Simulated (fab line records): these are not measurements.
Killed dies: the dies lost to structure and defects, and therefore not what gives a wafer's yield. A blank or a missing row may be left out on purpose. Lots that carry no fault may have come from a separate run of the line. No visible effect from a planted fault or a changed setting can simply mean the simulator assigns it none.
Which tool was responsible? :: flow sky130 :: 39 wafers from 13 lots sampled at 6 of the route's 708 steps

== WHAT EACH GAUGE READ, for each wafer ==
SKY_SD_P_OVL_MEAS_08.
lot: L844
measured: day 25 17:10
on: overlay-01
SD_P_OVL (nm): 0.6 0.6 0.7

lot: L845
measured: day 26 05:19
on: overlay-01
SD_P_OVL (nm): 0.0 -2.3 -1.8

lot: L846
measured: day 27 06:56
on: overlay-01
SD_P_OVL (nm): 4.4 2.0 1.3

lot: L848
measured: day 27 16:55
on: overlay-02
SD_P_OVL (nm): -0.9 -1.3 -2.1

lot: L849
measured: day 27 18:52
on: overlay-02
SD_P_OVL (nm): 0.3 0.9 -0.3

lot: L850
measured: day 28 02:48
on: overlay-01
SD_P_OVL (nm): 0.7 0.7 0.8

lot: L851
measured: day 28 16:25
on: overlay-01
SD_P_OVL (nm): 1.2 0.0 -0.6

lot: L852
measured: day 29 03:37
on: overlay-01
SD_P_OVL (nm): -0.3 -1.8 0.6

lot: L857
measured: day 30 18:48
on: overlay-02
SD_P_OVL (nm): -1.1 -0.4 -1.4

lot: L861
measured: day 32 01:25
on: overlay-01
SD_P_OVL (nm): -0.2 -1.2 -0.9

lot: L865
measured: day 33 00:43
on: overlay-02
SD_P_OVL (nm): -1.4 0.8 -0.7

lot: L866
measured: day 33 08:31
on: overlay-01
SD_P_OVL (nm): -2.5 -2.8 -3.0

lot: L867
measured: day 33 23:52
on: overlay-02
SD_P_OVL (nm): -2.0 -1.2 -1.4

SKY_SD_N_CD_MEAS_07 targets a cd of 380 nm.
lot: L844
measured: day 28 03:17
on: cdSem-01
cdNm (nm): 382.4 380.9 383.8

lot: L845
measured: day 28 14:29
on: cdSem-01
cdNm (nm): 381.6 382.3 382.0

lot: L846
measured: day 29 16:08
on: cdSem-02
cdNm (nm): 381.6 381.9 378.3

lot: L848
measured: day 30 01:50
on: cdSem-02
cdNm (nm): 383.2 382.4 383.6

lot: L849
measured: day 30 03:08
on: cdSem-01
cdNm (nm): 377.5 374.2 373.6

lot: L850
measured: day 30 12:05
on: cdSem-02
cdNm (nm): 373.8 372.0 376.8

lot: L851
measured: day 31 00:19
on: cdSem-02
cdNm (nm): 386.8 386.5 387.6

lot: L852
measured: day 31 12:14
on: cdSem-02
cdNm (nm): 380.9 381.9 382.0

lot: L857
measured: day 33 00:23
on: cdSem-02
cdNm (nm): - - -

lot: L861
measured: day 34 04:46
on: cdSem-02
cdNm (nm): 376.3 376.0 378.8

lot: L865
measured: day 35 01:43
on: cdSem-02
cdNm (nm): 383.1 382.8 382.6

lot: L866
measured: day 35 09:14
on: cdSem-01
cdNm (nm): 383.1 380.8 379.1

lot: L867
measured: day 36 01:14
on: cdSem-01
cdNm (nm): 379.9 380.0 379.8

SKY_SD_N_TW_MEAS_12.
lot: L844
measured: day 28 03:50
on: filmMetro-04
SD_N_TW: 3998 3985 3984

lot: L845
measured: day 28 15:03
on: filmMetro-04
SD_N_TW: 3996 4002 3998

lot: L846
measured: day 29 16:40
on: filmMetro-04
SD_N_TW: 4020 4000 4000

lot: L848
measured: day 30 02:23
on: filmMetro-02
SD_N_TW: 3972 3996 3994

lot: L849
measured: day 30 03:42
on: filmMetro-02
SD_N_TW: 3988 3966 3990

lot: L850
measured: day 30 12:39
on: filmMetro-04
SD_N_TW: 3977 3987 3979

lot: L851
measured: day 31 00:52
on: filmMetro-04
SD_N_TW: 3993 3994 3999

lot: L852
measured: day 31 12:47
on: filmMetro-01
SD_N_TW: 3988 4025 3991

lot: L857
measured: day 33 00:57
on: filmMetro-04
SD_N_TW: 30 30 30

lot: L861
measured: day 34 05:19
on: filmMetro-02
SD_N_TW: 3938 3942 3971

lot: L865
measured: day 35 02:16
on: filmMetro-01
SD_N_TW: 3958 3926 3945

lot: L866
measured: day 35 09:56
on: filmMetro-04
SD_N_TW: 4001 4001 4008

lot: L867
measured: day 36 01:46
on: filmMetro-02
SD_N_TW: 3973 3951 3960

SKY_SD_N_RS_MEAS_18: measures by four-point-probe.
lot: L844
measured: day 28 04:22
on: filmMetro-01
RES_XHIGH_RS (ohm/sq): 332.4 331.9 332.8

lot: L845
measured: day 28 15:35
on: filmMetro-01
RES_XHIGH_RS (ohm/sq): 335.4 334.5 334.9

lot: L846
measured: day 29 17:13
on: filmMetro-01
RES_XHIGH_RS (ohm/sq): 333.9 333.1 334.3

lot: L848
measured: day 30 02:55
on: filmMetro-02
RES_XHIGH_RS (ohm/sq): 331.7 331.9 333.2

lot: L849
measured: day 30 04:14
on: filmMetro-02
RES_XHIGH_RS (ohm/sq): 333.5 333.5 334.2

lot: L850
measured: day 30 13:10
on: filmMetro-02
RES_XHIGH_RS (ohm/sq): 331.4 333.3 331.8

lot: L851
measured: day 31 01:26
on: filmMetro-01
RES_XHIGH_RS (ohm/sq): 334.7 334.4 334.6

lot: L852
measured: day 31 13:19
on: filmMetro-02
RES_XHIGH_RS (ohm/sq): 333.5 334.4 334.3

lot: L857
measured: day 33 01:28
on: filmMetro-04
RES_XHIGH_RS (ohm/sq): 333.3 332.6 333.9

lot: L861
measured: day 34 05:50
on: filmMetro-02
RES_XHIGH_RS (ohm/sq): 332.8 333.8 335.4

lot: L865
measured: day 35 02:47
on: filmMetro-02
RES_XHIGH_RS (ohm/sq): 334.3 332.7 333.7

lot: L866
measured: day 35 10:31
on: filmMetro-02
RES_XHIGH_RS (ohm/sq): 335.1 334.7 334.8

lot: L867
measured: day 36 02:19
on: filmMetro-04
RES_XHIGH_RS (ohm/sq): 332.8 332.4 333.6

SKY_LI_CONTACT_THK_MEAS_01.
lot: L844
measured: day 28 04:36
on: filmMetro-04
LI_CONTACT_HDPCVD_THK (nm): 926 919 931

lot: L845
measured: day 28 15:49
on: filmMetro-01
LI_CONTACT_HDPCVD_THK (nm): 923 907 904

lot: L846
measured: day 29 17:26
on: filmMetro-02
LI_CONTACT_HDPCVD_THK (nm): 932 907 921

lot: L848
measured: day 30 03:10
on: filmMetro-04
LI_CONTACT_HDPCVD_THK (nm): 915 922 919

lot: L849
measured: day 30 04:28
on: filmMetro-04
LI_CONTACT_HDPCVD_THK (nm): 914 927 913

lot: L850
measured: day 30 13:25
on: filmMetro-04
LI_CONTACT_HDPCVD_THK (nm): 936 938 940

lot: L851
measured: day 31 01:40
on: filmMetro-02
LI_CONTACT_HDPCVD_THK (nm): 931 914 926

lot: L852
measured: day 31 13:37
on: filmMetro-04
LI_CONTACT_HDPCVD_THK (nm): 916 936 924

lot: L857
measured: day 33 01:43
on: filmMetro-02
LI_CONTACT_HDPCVD_THK (nm): 939 927 945

lot: L861
measured: day 34 06:04
on: filmMetro-01
LI_CONTACT_HDPCVD_THK (nm): 949 927 926

lot: L865
measured: day 35 03:01
on: filmMetro-01
LI_CONTACT_HDPCVD_THK (nm): 933 951 920

lot: L866
measured: day 35 10:45
on: filmMetro-04
LI_CONTACT_HDPCVD_THK (nm): 919 930 928

lot: L867
measured: day 36 02:32
on: filmMetro-04
LI_CONTACT_HDPCVD_THK (nm): 947 924 938

== EACH LOT AND THE TOOL THAT RAN IT (in order: tool; ch and the chambers of the sampled wafers; start) ==
lot: L844
SKY_SD_N_EXPOSE_04: ilineStepper-01 ch 0, day 27 13:23

lot: L845
SKY_SD_N_EXPOSE_04: ilineStepper-02 ch 0, day 28 00:49

lot: L846
SKY_SD_N_EXPOSE_04: ilineStepper-02 ch 0, day 29 02:04

lot: L848
SKY_SD_N_EXPOSE_04: ilineStepper-01 ch 0, day 29 11:46

lot: L849
SKY_SD_N_EXPOSE_04: ilineStepper-01 ch 0, day 29 13:14

lot: L850
SKY_SD_N_EXPOSE_04: ilineStepper-02 ch 0, day 29 22:16

lot: L851
SKY_SD_N_EXPOSE_04: ilineStepper-01 ch 0, day 30 10:44

lot: L852
SKY_SD_N_EXPOSE_04: ilineStepper-02 ch 0, day 30 22:16

lot: L857
SKY_SD_N_EXPOSE_04: ilineStepper-01 ch 0, day 32 12:10

lot: L861
SKY_SD_N_EXPOSE_04: ilineStepper-01 ch 0, day 33 17:21

lot: L865
SKY_SD_N_EXPOSE_04: ilineStepper-01 ch 0, day 34 14:05

lot: L866
SKY_SD_N_EXPOSE_04: ilineStepper-02 ch 0, day 34 21:10

lot: L867
SKY_SD_N_EXPOSE_04: ilineStepper-02 ch 0, day 35 11:26
- SKY_SD_N_EXPOSE_04: exposes mask NSDM, target cd 380 nm.

== AS READ BY THE TOOLS THEMSELVES (means over the sampled wafers that have a number; for cases with no such wafer, the mark the record gives instead) ==
The record holds no such reading with a usual standard deviation.

== THE ANSWER, worked out from the rows above alone ==
Rule: usual is defined by the lots themselves. Put in order of their means at a reading, lots are off if they are a third of the lots or fewer, leave a main group of 4 or more, and stand apart from it by a gap of 3 or more times the standard deviation of the main group's means; of several such gaps the widest counts. The tables above print the reading to a certain number of digits; a main group whose means all agree to those digits is not used. Also off: a lot with no number at a reading for which 4 or more lots have one. All remaining lots with rows at the step are treated as sound. After the gauges, taken in route order, come the tools' own readings; for these a lot's mean is taken, as printed above. The first step at which some lot is off is used, and at that step the reading that is off furthest; a lot without a number counts as furthest.
Off at SKY_SD_N_CD_MEAS_07 (cdNm): L857. Without a number there: L857. The main group has a mean of 380.6 nm with a standard deviation of 3.4.
A tool fits if, at a process step before that reading, it ran every lot that is off, and no sound lot after the first of them. The gauges at SKY_SD_N_CD_MEAS_07 aren't tried: what is off there is off at SKY_SD_N_TW_MEAS_12 too, on other tools, and a gauge's error can't cause that. Of those tried, none fits.

== WHAT WAS PUT IN BY THE SIMULATOR ==
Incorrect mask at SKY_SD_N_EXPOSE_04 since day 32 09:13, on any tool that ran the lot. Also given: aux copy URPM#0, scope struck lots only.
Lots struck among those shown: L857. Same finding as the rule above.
